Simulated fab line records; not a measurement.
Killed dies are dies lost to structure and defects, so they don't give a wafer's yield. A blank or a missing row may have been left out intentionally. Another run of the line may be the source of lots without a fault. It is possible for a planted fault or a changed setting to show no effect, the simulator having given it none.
A lot that was struck, set against a sound lot | flow sky130 | 43 out of 708 route steps
Sound: wafers L878.1, L878.5, L878.6. The struck wafers were L888.1, L888.2, L888.6. The cause comes at the end.
Each step with rows lists, per side, the tool, then ch with its chambers, then its first start. Under that, the readings that differ: sound wafers | struck wafers | difference of the means | sigmas: that difference in standard deviations of wafers without a fault.
alike: same words and numbers on both sides, and readings whose means sit less than 2 such deviations apart. not compared: any withheld reading, any reading some wafer has no value for, any bound like >300 that may hide the same value, and any number with overlapping values for which the record gives no deviation.
The two part at a step that has a row with sigmas, a row that says differs or no value, or rows on one side only. Non-overlapping numbers with no deviation appear without sigmas and do not part them. Lack of a reading on every wafer of one side parts them only where that side has two or more wafers.

SKY_VT_ADJUST_LVTN_OVL_MEAS_07:
  sound on overlay-01, day 8 01:34; struck on overlay-02, day 10 22:34
  reading                 | sound          | struck      | difference | sigmas
  VT_ADJUST_LVTN_OVL (nm) | -3.0 -4.6 -2.6 | 2.3 0.4 0.9 | +4.6       | +3
following that, these wafers have no rows for 1 step: SKY_VT_ADJUST_LVTN_IMPLANT_08.
SKY_VT_ADJUST_LVTN_STRIP_09: strips in O2/N2.
  sound on plasma_asher-01 ch 0,1, day 8 01:45; struck on plasma_asher-03 ch 0,1, day 10 22:45
  reading                      | sound             | struck            | difference | sigmas
  strip_time_to_endpoint_s (s) | 37.11 36.98 37.17 | 36.84 36.85 36.84 | -0.24      | -2
  alike: drypump_motor_current_A, o2_flow_sccm, oes_product_au
  not compared: rf_hours_counter_h
SKY_VT_ADJUST_LVTN_TW_MEAS_10:
  sound on film_metro-01, day 8 01:51; struck on film_metro-01, day 10 22:51
  alike: VT_ADJUST_LVTN_TW
then, 7 steps without rows for these wafers: SKY_VT_ADJUST_LVTN_DEHYDRATE_11 (time 60 s); SKY_VT_ADJUST_LVTN_HMDS_12 (prime time 60 s); SKY_VT_ADJUST_LVTN_COAT_13 (resist thk 1140 nm); SKY_VT_ADJUST_LVTN_SOFTBAKE_14 (time 60 s); SKY_VT_ADJUST_LVTN_EXPOSE_15 (exposes mask HVN STD DERIVED, target cd 600 nm); SKY_VT_ADJUST_LVTN_PEB_16; SKY_VT_ADJUST_LVTN_DEVELOP_17 (develop time 60 s).
SKY_VT_ADJUST_LVTN_OVL_MEAS_18:
  sound on overlay-01, day 8 22:14; struck on overlay-01, day 11 21:41
  alike: VT_ADJUST_LVTN_01_OVL
SKY_VT_ADJUST_LVTN_IMPLANT_19:
  sound on implanter-02 ch 0, day 8 22:16; struck on implanter-02 ch 0, day 11 21:43
SKY_VT_ADJUST_LVTN_STRIP_20: strips in O2/N2.
  sound on plasma_asher-01 ch 0,1, day 8 22:25; struck on plasma_asher-01 ch 0,1, day 11 21:52
  alike: drypump_motor_current_A, o2_flow_sccm, oes_product_au, strip_time_to_endpoint_s
  not compared: rf_hours_counter_h
SKY_VT_ADJUST_LVTN_TW_MEAS_21:
  sound on film_metro-01, day 8 22:31; struck on film_metro-01, day 11 21:58
  alike: VT_ADJUST_LVTN_2_TW
then, 7 steps without rows for these wafers: SKY_VT_ADJUST_NCORE_DEHYDRATE_00 (time 60 s); SKY_VT_ADJUST_NCORE_HMDS_01 (prime time 60 s); SKY_VT_ADJUST_NCORE_COAT_02 (resist thk 1140 nm); SKY_VT_ADJUST_NCORE_SOFTBAKE_03 (time 60 s); SKY_VT_ADJUST_NCORE_EXPOSE_04 (exposes mask LVTN COMPLEMENT THIN, target cd 380 nm); SKY_VT_ADJUST_NCORE_PEB_05; SKY_VT_ADJUST_NCORE_DEVELOP_06 (develop time 60 s).
SKY_VT_ADJUST_NCORE_CD_MEAS_07: target cd 380 nm.
  sound on cd_sem-01, day 9 19:19; struck on cd_sem-01, day 12 22:19
  alike: cd_nm
SKY_VT_ADJUST_NCORE_OVL_MEAS_08:
  sound on overlay-02, day 9 19:26; struck on overlay-01, day 12 22:26
  alike: VT_ADJUST_NCORE_OVL
following that, these wafers have no rows for 1 step: SKY_VT_ADJUST_NCORE_IMPLANT_09.
SKY_VT_ADJUST_NCORE_STRIP_10: strips in O2/N2.
  sound on plasma_asher-01 ch 0,1, day 9 19:37; struck on plasma_asher-01 ch 0,1, day 12 22:37
  alike: drypump_motor_current_A, o2_flow_sccm, oes_product_au, strip_time_to_endpoint_s
  not compared: rf_hours_counter_h
SKY_VT_ADJUST_NCORE_TW_MEAS_11:
  sound on film_metro-03, day 9 19:43; struck on film_metro-01, day 12 22:43
  alike: VT_ADJUST_NCORE_TW
then, 7 steps without rows for these wafers: SKY_VT_ADJUST_HVTR_DEHYDRATE_00 (time 60 s); SKY_VT_ADJUST_HVTR_HMDS_01 (prime time 60 s); SKY_VT_ADJUST_HVTR_COAT_02 (resist thk 1140 nm); SKY_VT_ADJUST_HVTR_SOFTBAKE_03 (time 60 s); SKY_VT_ADJUST_HVTR_EXPOSE_04 (exposes mask HVTRM, target cd 380 nm); SKY_VT_ADJUST_HVTR_PEB_05; SKY_VT_ADJUST_HVTR_DEVELOP_06 (develop time 60 s).
SKY_VT_ADJUST_HVTR_CD_MEAS_07: target cd 380 nm.
  sound on cd_sem-01, day 10 17:55; struck on cd_sem-01, day 13 23:34
  alike: cd_nm
SKY_VT_ADJUST_HVTR_OVL_MEAS_08:
  sound on overlay-01, day 10 18:02; struck on overlay-01, day 13 23:41
  alike: VT_ADJUST_HVTR_OVL
following that, these wafers have no rows for 1 step: SKY_VT_ADJUST_HVTR_IMPLANT_09.
SKY_VT_ADJUST_HVTR_STRIP_10: strips in O2/N2.
  sound on plasma_asher-01 ch 0,1, day 10 18:13; struck on plasma_asher-04 ch 0,1, day 13 23:52
  reading               | sound             | struck            | difference | sigmas
  oes_product_au (a.u.) | 0.721 0.720 0.721 | 0.709 0.704 0.715 | -0.011     | -2
  alike: drypump_motor_current_A, o2_flow_sccm, strip_time_to_endpoint_s
  not compared: rf_hours_counter_h
SKY_VT_ADJUST_HVTR_TW_MEAS_11:
  sound on film_metro-02, day 10 18:19; struck on film_metro-02, day 13 23:58
  alike: VT_ADJUST_HVTR_TW
then, 3 steps without rows for these wafers: SKY_VT_ADJUST_PCH_DEHYDRATE_00 (time 60 s); SKY_VT_ADJUST_PCH_HMDS_01 (prime time 60 s); SKY_VT_ADJUST_PCH_COAT_02 (resist thk 3000 nm).
-- a jump in the record: the struck wafers' starts before and after are 36 days apart (it breaks off in module VT_ADJUST_PCH and resumes in module PAD_OPEN, where the first step shown is number 708 of the route) --
SKY_PAD_OPEN_PROBE_99:
  sound on prober-02, day 46 21:44; struck on prober-02, day 49 14:32
  reading                               | sound                    | struck                  | difference | sigmas
  model.etest.nfet_g5v0d10v5.vt_v_range | 0.008442 0.01701 0.01361 | 0.03684 0.01807 0.02685 | +0.01423   |
  alike: killed_at_M0_to_M3, killed_at_M4_up, killed_at_contacts, killed_at_front_end, killed_at_other, killed_dies, killed_open, killed_short
  not compared: model.etest.res_pwell_under_gate.rs_ohm_sq_range

WHERE THEY PART
First at SKY_VT_ADJUST_LVTN_OVL_MEAS_07; last, within this record, at SKY_VT_ADJUST_HVTR_STRIP_10. Later steps at which nothing parts them and some readings are alike: SKY_VT_ADJUST_HVTR_TW_MEAS_11, SKY_PAD_OPEN_PROBE_99.

WHY: what the simulator had put in
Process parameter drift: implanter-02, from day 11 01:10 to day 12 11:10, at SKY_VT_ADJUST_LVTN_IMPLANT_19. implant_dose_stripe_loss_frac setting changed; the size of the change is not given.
